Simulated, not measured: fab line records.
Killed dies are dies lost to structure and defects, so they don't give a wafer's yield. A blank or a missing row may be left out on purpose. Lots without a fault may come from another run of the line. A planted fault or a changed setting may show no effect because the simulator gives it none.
fab line records	flow sfq-line
record: lots: 14	wafers: 42	last-day: 80
route steps=325 shown M4@158 M5@201 R5@214
lots that met no fault: taken from a fault-free run of the same line
start-h: hours from the record's first day to the start of the lot's first wafer shown	wait-h: time in hours since the lot's previous step	" unchanged from the row above	L1.1+2: several wafers, shown together as one row	- no value present, or no start provided	* or withheld: withheld	< > ~ a bound
route shown NAME@n: NAME is a module with steps in the file, n the number in the route of the first one	usual: mean/standard deviation of fault-free wafers	same: alike in all rows	chamber/n: place in a boat	sites: each site's reading	_std_site: the standard deviation of these	_edge_site: inner sites' mean taken away from outer sites' mean	radius-mm: how far each site lies from the wafer's centre	mask NAME#n: copy n	behind: the last tool/chamber to shape the wafer	hold: reason for holding the lot/hours on hold/outcome of the hold	device: the n, p or np transistor that did not switch	end of line: the route-end tests of the same wafers	a step given without rows: its recipe and nothing more	killed: at the first sort, the dies lost to defects and structure; wafer yield is something else	map: dies across one wafer; x = killed, . = not, _ = none there
set.NAME: the setting as run; set.NAME@STEP: as run at that earlier step	model.NAME: the simulator's own value behind a step, which no gauge read
a sample of lots followed through the steps of the route, with each step as a table and each wafer as a row
services: a tool's chamber out of use, with start hour (start-h, from the record's first day; less than 0 if before it), hours out, and reason
== steps ==
step: SFQ_M4_OVL_MEAS_926
usual: M4_OVL: -3/5.6
lot.wafer	tool	chamber	start-h	wait-h	M4_OVL[nm]
L885.2	overlay-02	-	1056.61	0.1	-11
L885.3	"	-	"	"	-11
L885.6	"	-	"	"	-9
L886.1	overlay-01	-	1062.60	0.1	-7
L886.4	"	-	"	"	4
L886.6	"	-	"	"	-1
L887.1	overlay-01	-	1067.40	0.1	3
L887.3	"	-	"	"	2
L887.5	"	-	"	"	4
L888.2	overlay-01	-	1080.61	0.1	-3
L888.4	"	-	"	"	-9
L888.5	"	-	"	"	-9
L890.2	overlay-02	-	1129.96	0.1	0
L890.4	"	-	"	"	-6
L890.6	"	-	"	"	-3
L894.1	overlay-02	-	1153.95	0.1	-4
L894.2	"	-	"	"	-5
L894.5	"	-	"	"	-9
L895.1	overlay-01	-	1259.05	0.1	6
L895.2	"	-	"	"	5
L895.4	"	-	"	"	6
L900.3	overlay-01	-	1331.59	0.1	-1
L900.4	"	-	"	"	-1
L900.5	"	-	"	"	7
L901.2	overlay-02	-	1335.90	0.1	-3
L901.3	"	-	"	"	-12
L901.6	"	-	"	"	-11
L903.1	overlay-01	-	1340.69	0.1	-8
L903.3	"	-	"	"	0
L903.5	"	-	"	"	0
L904.1	overlay-02	-	1345.49	0.1	-17
L904.2	"	-	"	"	-14
L904.6	"	-	"	"	-13
L906.2	overlay-01	-	1359.90	0.1	-7
L906.4	"	-	"	"	1
L906.6	"	-	"	"	-5
L907.1	overlay-02	-	1371.51	0.1	-8
L907.2	"	-	"	"	-5
L907.3	"	-	"	"	-7
L908.3	overlay-02	-	1395.52	0.1	2
L908.4	"	-	"	"	-7
L908.6	"	-	"	"	-9
step: SFQ_TRILAYER_M5_LITHO_EXPOSE_124
recipe: mask-id: M5	na: 0.6	source-shape: conventional	sigma-outer: 0.65	target-cd-nm: 700	dose-mj: 14.4
usual: stage-vel-mm-s: 500.00/0.23
lot.wafer	tool	chamber	start-h	wait-h	mask	stage-vel-mm-s
L885.2	krf-scanner-01	0	1231.27	-	M5#0	500.05
L885.3	"	0	"	"	M5#0	500.07
L885.6	"	0	"	"	M5#0	499.75
L886.1	krf-scanner-01	0	1232.27	-	M5#0	500.17
L886.4	"	0	"	"	M5#0	499.81
L886.6	"	0	"	"	M5#0	499.96
L887.1	krf-scanner-01	0	1233.47	-	M5#0	500.21
L887.3	"	0	"	"	M5#0	499.82
L887.5	"	0	"	"	M5#0	499.69
L888.2	krf-scanner-01	0	1234.87	-	M5#0	499.84
L888.4	"	0	"	"	M5#0	500.14
L888.5	"	0	"	"	M5#0	499.94
L890.2	krf-scanner-02	0	1291.13	-	M5#0	499.54
L890.4	"	0	"	"	M5#0	500.18
L890.6	"	0	"	"	M5#0	499.86
L894.1	krf-scanner-01	0	1313.34	-	M5#0	499.81
L894.2	"	0	"	"	M5#0	500.38
L894.5	"	0	"	"	M5#0	500.15
L895.1	krf-scanner-01	0	1314.54	-	M5#0	499.94
L895.2	"	0	"	"	M5#0	500.04
L895.4	"	0	"	"	M5#0	499.68
L900.3	krf-scanner-02	0	1467.26	-	M5#0	499.96
L900.4	"	0	"	"	M5#0	500.58
L900.5	"	0	"	"	M5#0	499.88
L901.2	krf-scanner-02	0	1468.26	-	M5#0	499.57
L901.3	"	0	"	"	M5#0	500.46
L901.6	"	0	"	"	M5#0	500.18
L903.1	krf-scanner-02	0	1470.46	-	M5#0	500.36
L903.3	"	0	"	"	M5#0	500.08
L903.5	"	0	"	"	M5#0	500.32
L904.1	krf-scanner-02	0	1471.66	-	M5#0	500.25
L904.2	"	0	"	"	M5#0	499.92
L904.6	"	0	"	"	M5#0	500.15
L906.2	krf-scanner-02	0	1591.79	-	M5#0	499.92
L906.4	"	0	"	"	M5#0	500.43
L906.6	"	0	"	"	M5#0	500.06
L907.1	krf-scanner-02	0	1596.78	-	M5#0	499.53
L907.2	"	0	"	"	M5#0	499.86
L907.3	"	0	"	"	M5#0	500.10
L908.3	krf-scanner-02	0	1619.99	-	M5#0	500.19
L908.4	"	0	"	"	M5#0	500.01
L908.6	"	0	"	"	M5#0	500.39
step: SFQ_M5_OVL_MEAS_932
usual: M5_OVL: 0/5.5
lot.wafer	tool	chamber	start-h	wait-h	M5_OVL[nm]
L885.2	overlay-02	-	1232.58	0.1	-5
L885.3	"	-	"	"	2
L885.6	"	-	"	"	-2
L886.1	overlay-02	-	1233.77	0.1	-2
L886.4	"	-	"	"	2
L886.6	"	-	"	"	5
L887.1	overlay-02	-	1234.97	0.1	8
L887.3	"	-	"	"	-3
L887.5	"	-	"	"	-3
L888.2	overlay-02	-	1236.18	0.1	-1
L888.4	"	-	"	"	-2
L888.5	"	-	"	"	-5
L890.2	overlay-02	-	1292.43	0.1	0
L890.4	"	-	"	"	-2
L890.6	"	-	"	"	-1
L894.1	overlay-02	-	1314.84	0.1	131
L894.2	"	-	"	"	140
L894.5	"	-	"	"	136
L895.1	overlay-02	-	1316.04	0.1	147
L895.2	"	-	"	"	148
L895.4	"	-	"	"	144
L900.3	overlay-01	-	1468.37	0.1	3
L900.4	"	-	"	"	-3
L900.5	"	-	"	"	-4
L901.2	overlay-01	-	1469.56	0.1	1
L901.3	"	-	"	"	-4
L901.6	"	-	"	"	-4
L903.1	overlay-01	-	1471.96	0.1	6
L903.3	"	-	"	"	3
L903.5	"	-	"	"	5
L904.1	overlay-01	-	1473.16	0.1	4
L904.2	"	-	"	"	6
L904.6	"	-	"	"	5
L906.2	overlay-01	-	1593.09	0.1	5
L906.4	"	-	"	"	-3
L906.6	"	-	"	"	-3
L907.1	overlay-01	-	1598.28	0.1	-5
L907.2	"	-	"	"	0
L907.3	"	-	"	"	-1
L908.3	overlay-01	-	1621.10	0.1	-5
L908.4	"	-	"	"	3
L908.6	"	-	"	"	4
step: SFQ_TRILAYER_R5_DEP_SPUTTER_134
recipe: material: Ti	base-pressure-pa: 1.33e-06	target-thk-nm: 5	power-w: 2000	time-s: 5	chamber-pressure-pa: 0.4
usual: throttle-valve-pct: 30.0/1
same: time-s: 5
lot.wafer	tool	chamber	start-h	wait-h	throttle-valve-pct
L885.2	pvd-sputter-03	-	1246.23	0.0	30.6
L885.3	"	-	"	"	29.6
L885.6	"	-	"	"	29.1
L886.1	pvd-sputter-03	-	1249.32	0.0	29.3
L886.4	"	-	"	"	29.2
L886.6	"	-	"	"	29.8
L887.1	pvd-sputter-03	-	1252.32	0.0	29.1
L887.3	"	-	"	"	29.5
L887.5	"	-	"	"	29.3
L888.2	pvd-sputter-06	-	1256.66	0.0	29.5
L888.4	"	-	"	"	30.8
L888.5	"	-	"	"	29.8
L890.2	pvd-sputter-06	-	1298.46	0.0	29.6
L890.4	"	-	"	"	30.6
L890.6	"	-	"	"	29.5
L894.1	pvd-sputter-06	-	1328.46	0.0	29.5
L894.2	"	-	"	"	28.7
L894.5	"	-	"	"	29.8
L895.1	pvd-sputter-04	-	1331.46	0.0	32.1
L895.2	"	-	"	"	29.1
L895.4	"	-	"	"	30.8
L900.3	pvd-sputter-04	-	1495.22	0.0	30.7
L900.4	"	-	"	"	31.0
L900.5	"	-	"	"	30.9
L901.2	pvd-sputter-06	-	1497.16	0.0	29.5
L901.3	"	-	"	"	30.9
L901.6	"	-	"	"	29.7
L903.1	pvd-sputter-04	-	1500.16	0.0	30.5
L903.3	"	-	"	"	29.0
L903.5	"	-	"	"	31.8
L904.1	pvd-sputter-04	-	1503.16	0.0	31.1
L904.2	"	-	"	"	28.9
L904.6	"	-	"	"	30.5
L906.2	pvd-sputter-04	-	1598.52	0.0	30.9
L906.4	"	-	"	"	29.0
L906.6	"	-	"	"	29.0
L907.1	pvd-sputter-03	-	1605.66	0.0	29.3
L907.2	"	-	"	"	29.1
L907.3	"	-	"	"	29.6
L908.3	pvd-sputter-06	-	1626.66	0.0	28.7
L908.4	"	-	"	"	30.3
L908.6	"	-	"	"	29.3
step: SFQ_TRILAYER_R5_STRIP_STRIP_140
recipe: gas: O2	power-w: 200	platen-temp-c: 40	overash-fraction: 0.65	chemistry: O2	pressure-mtorr: 50
usual: drypump-motor-current-A: 5.8/0.59	oes-product-au: 0.999/0.011
lot.wafer	tool	chamber	start-h	wait-h	drypump-motor-current-A	oes-product-au	rf-hours-counter-h
L885.2	rie-metal-03	1	1269.88	0.3	6.2	0.989	-
L885.3	"	1	"	"	6.1	0.996	-
L885.6	"	1	"	"	6.2	0.989	-
L886.1	rie-metal-04	1	1270.76	0.0	4.8	0.993	109
L886.4	"	0	"	"	5.7	1.003	-
L886.6	"	1	"	"	4.8	0.992	-
L887.1	rie-metal-03	1	1272.08	0.1	6.1	0.993	61
L887.3	"	1	"	"	6.1	0.990	-
L887.5	"	1	"	"	6.1	0.983	-
L888.2	rie-metal-04	0	1274.57	0.0	5.7	1.013	120
L888.4	"	1	"	"	4.7	0.999	-
L888.5	"	1	"	"	4.7	0.992	-
L890.2	rie-metal-03	0	1404.06	0.0	5.5	1.010	21
L890.4	"	1	"	"	6.1	0.983	-
L890.6	"	1	"	"	6.1	0.986	-
L894.1	rie-metal-03	0	1416.36	0.1	5.5	0.999	24
L894.2	"	1	"	"	6.1	0.992	86
L894.5	"	1	"	"	6.1	0.985	-
L895.1	rie-metal-04	1	1417.52	0.0	4.8	1.010	137
L895.2	"	0	"	"	5.6	1.022	0
L895.4	"	0	"	"	5.7	1.021	-
L900.3	rie-metal-04	1	1604.86	0.2	4.7	1.014	-
L900.4	"	0	"	"	5.6	1.012	-
L900.5	"	1	"	"	4.8	1.024	-
L901.2	rie-metal-04	1	1607.06	0.0	4.8	1.012	9
L901.3	"	1	"	"	4.8	1.005	-
L901.6	"	1	"	"	4.8	1.008	-
L903.1	rie-metal-03	0	1611.86	0.0	5.5	1.000	49
L903.3	"	1	"	"	6.1	0.994	-
L903.5	"	1	"	"	6.1	1.003	-
L904.1	rie-metal-04	1	1614.04	0.0	4.8	1.007	10
L904.2	"	0	"	"	5.7	1.008	27
L904.6	"	1	"	"	4.8	1.017	-
L906.2	rie-metal-02	0	1616.44	0.0	6.5	1.008	118
L906.4	"	0	"	"	6.5	1.005	-
L906.6	"	1	"	"	6.3	0.983	-
L907.1	rie-metal-03	0	1617.64	0.0	5.5	0.994	50
L907.2	"	1	"	"	6.1	0.988	113
L907.3	"	0	"	"	5.5	1.004	-
L908.3	rie-metal-02	1	1630.42	0.2	6.3	1.003	-
L908.4	"	0	"	"	6.6	1.004	-
L908.6	"	0	"	"	6.5	0.999	-
== services ==
tool	chamber	start-h	hours	kind
krf-scanner-02	-	1259.95	0.8	pm
krf-scanner-02	-	1271.50	1.3	pm
krf-scanner-02	-	1292.13	0.8	pm
krf-scanner-01	-	1304.71	1.3	pm
rie-metal-04	1	1308.36	5.9	repair
rie-metal-04	-	1313.85	2.8	pm
krf-scanner-01	-	1323.04	1.0	pm
rie-metal-04	-	1362.68	1.5	repair
krf-scanner-01	-	1364.08	0.7	repair
krf-scanner-02	-	1365.41	1.0	pm
rie-metal-04	0	1374.70	7.1	repair
rie-metal-04	-	1387.35	0.6	repair
krf-scanner-01	-	1393.66	3.0	pm
krf-scanner-02	-	1448.01	1.3	pm
krf-scanner-01	-	1450.66	4.4	pm
krf-scanner-01	-	1473.28	1.5	repair
krf-scanner-01	-	1480.81	1.3	pm
krf-scanner-01	-	1491.11	1.0	pm
krf-scanner-01	-	1499.72	0.8	pm
krf-scanner-02	-	1516.48	70.1	repair
krf-scanner-02	-	1586.57	1.0	pm
krf-scanner-02	-	1587.57	4.0	pm
krf-scanner-02	-	1623.19	1.3	pm
krf-scanner-02	-	1629.77	0.8	pm
== key ==
first-sign: step: SFQ_M5_OVL_MEAS_932	reading: M5_OVL	direction: up	sigmas: 26	usual: 0	struck: 141
effect none on later readings
met-at SFQ_TRILAYER_M5_LITHO_EXPOSE_124
struck-lots L894,L895
not-acting-at SFQ_M4_OVL_MEAS_926,SFQ_TRILAYER_R5_DEP_SPUTTER_134,SFQ_TRILAYER_R5_STRIP_STRIP_140
onset-between 1234.87 1313.34
fault: kind: scanner-matching-overlay	tool: krf-scanner-01	chamber: -	onset-h: 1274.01	steps: SFQ_TRILAYER_M5_LITHO_EXPOSE_124	offset: 142.14
